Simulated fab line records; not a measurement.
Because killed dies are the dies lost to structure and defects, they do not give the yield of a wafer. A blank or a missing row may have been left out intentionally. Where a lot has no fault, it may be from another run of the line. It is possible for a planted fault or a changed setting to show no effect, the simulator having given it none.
Problem report, 8D (eight disciplines) form, completed by code -- flow gf180mcu -- the parts of the form that need people (team, actions taken, sign-off) are left out

## 1. PROBLEM STATEMENT
dose_ions_cm2 at GF_HV_LDD_IMPLANT_36 reads a mean of 7.179e+12 on 6 wafers of 2 lots; wafers without a fault read 7.501e+12 with a standard deviation of 7.8e+09. Relative to the usual mean, that is a shift of -41 standard deviations.
Seen first at day 13 20:46 on implanter-01, wafer L528.2. The record has a number at this step for 18 wafers belonging to 6 lots. Rule for "out", or "out of limits": more than 4 standard deviations from the usual mean. All remaining wafers that have a number are taken as sound.

## 2. WHAT IT IS, AND WHAT IT ISN'T
question,is,is not
which readings at this step,dose_ions_cm2,-
which lots,"L528, L529","L521, L536, L540, L541"
which wafers of those lots,all that have a number,-
read on which tools,implanter-01,implanter-03
when,from day 13 20:46,"up to then (3 sound wafers); but 9 sound wafers of L536, L540, L541 came after"

## 3. SUSPECTS, AND WHAT RULES EACH OUT
Counting: a tool at a process step up to the reading stays a suspect if it ran every lot that is out and no sound lot after the first of them.
- implanter-01 at GF_HV_LDD_IMPLANT_36: ruled out as a lasting fault. Following L528 (day 13 20:46), the first lot on it that is out, the sound lots L540, L541 were run on it.
Left after counting: nothing in the record.

## 4. THE CAUSE (what the simulator had put in)
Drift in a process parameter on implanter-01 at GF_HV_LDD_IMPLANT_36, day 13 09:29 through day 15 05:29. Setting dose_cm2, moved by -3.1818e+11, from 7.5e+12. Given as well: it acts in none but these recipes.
Counting ruled it out, wrongly.

## 5. SEQUENCE OF EFFECTS, ordered by route
Each row: a reading whose mean over the struck wafers that have a number lies more than 3 standard deviations from the usual. Scope: only readings with a usual standard deviation given in the record; hours: median across lots of the time from each lot's start at the first step in this table that gives one to its start at this step; sigmas: change in usual standard deviations.
hours,step,reading,usual,on struck wafers,change,sigmas
0,GF_HV_LDD_IMPLANT_36,dose_ions_cm2,7.501e+12,7.179e+12,-3.223e+11,-41
Process steps it contains:
- GF_HV_LDD_IMPLANT_36

## 6. HOW IT WOULD HAVE BEEN CAUGHT EARLIER
First out-of-limits reading in this record: day 13 20:46, which is 11 hours after fault onset at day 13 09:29.
